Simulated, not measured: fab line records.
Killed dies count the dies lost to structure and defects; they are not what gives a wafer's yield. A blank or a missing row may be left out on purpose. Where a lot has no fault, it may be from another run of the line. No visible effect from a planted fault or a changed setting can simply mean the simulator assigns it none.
One fault seen from 2 desks	flow gf180mcu	every desk sees just its own numbers, and what lay behind them comes last

== THE METROLOGY DESK ==
What the gauges read for every lot (on any tool): the sampled wafers with a number, averaged. The brackets show how far a lot's mean lies from the usual mean; more than 4 standard deviations puts the lot out of limits, marked OUT.
Columns: A = V2_CVD_00_THK at GF_V2_THK_MEAS_01, usual 601 nm; B = V2_BOW at GF_V2_BOW_MEAS_05, usual 102 um; C = cd_nm at GF_V2_CD_MEAS_14, usual 260.5 nm
lot	first seen here	A	B	C
L147	day 19 09:20	588	103	259.7
L150	day 20 19:12	604	107	259.3
L151	day 21 03:30	604	97	261.4
L152	day 21 16:49	596	101	261.0
L153	day 21 20:04	607	89	260.4
L154	day 22 11:19	597	120	261.4
L155	day 22 18:22	597	95	261.5
L156	day 23 00:58	605	99	258.0
L160	day 24 04:43	605	103	260.5
L161	day 24 19:34	614	87	259.2
L164	day 25 13:05	600	100	291.8 (+26) OUT
L165	day 25 20:58	607	109	292.6 (+27) OUT
L166	day 26 11:58	594	107	260.1
L167	day 26 12:47	606	106	258.1
This desk's verdict: out of limits on L164, L165, starting with L164 at day 26 09:10 (cd_nm at GF_V2_CD_MEAS_14). Within limits: L147, L150, L151, L152, L153, L154, L155, L156, L160, L161, L166, L167.

== THE TOOL OWNER'S DESK: litho_track-01 ==
Per lot that ran on this tool, the mean of the sampled wafers carrying a number, from the tool's own readings at GF_V2_SOFTBAKE_10 (time 60 s). The brackets show how far a lot's mean lies from the usual mean; more than 4 standard deviations puts the lot out of limits, marked OUT.
Columns: A = heater_power_total_W at GF_V2_SOFTBAKE_10, usual 93.06 W; B = plate_temp_C at GF_V2_SOFTBAKE_10, usual 129.98 C
lot	first seen here	A	B
L147	day 19 21:00	93.05	130.11
L151	day 21 16:00	93.08	129.92
L152	day 22 04:00	93.08	129.92
L155	day 23 05:00	93.12	129.98
L160	day 24 16:00	93.08	130.00
L164	day 25 23:00	101.50 (+99 or more) OUT	138.85 (+68) OUT
L165	day 26 10:00	101.48 (+99 or more) OUT	138.86 (+68) OUT
This desk's verdict: out of limits on L164, L165, starting with L164 at day 25 23:00 (heater_power_total_W at GF_V2_SOFTBAKE_10). Within limits: L147, L151, L152, L155, L160.

== BROUGHT TOGETHER ==
At day 25 23:00, on L164, L165, the tool owner's desk was in a position to raise an alarm.
The metrology desk could have raised an alarm at day 26 09:10, on L164, L165.
GF_V2_SOFTBAKE_10 was run on litho_track-01 by each of the lots named.

== WHAT THE SIMULATOR HAD PUT IN ==
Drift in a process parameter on litho_track-01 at GF_V2_SOFTBAKE_10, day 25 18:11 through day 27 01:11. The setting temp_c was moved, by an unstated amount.
Struck lots among those shown: L164, L165.
Delay (hours) between the fault's onset and each desk's first out-of-limits reading: 5 at the tool owner's desk, 15 at the metrology desk.
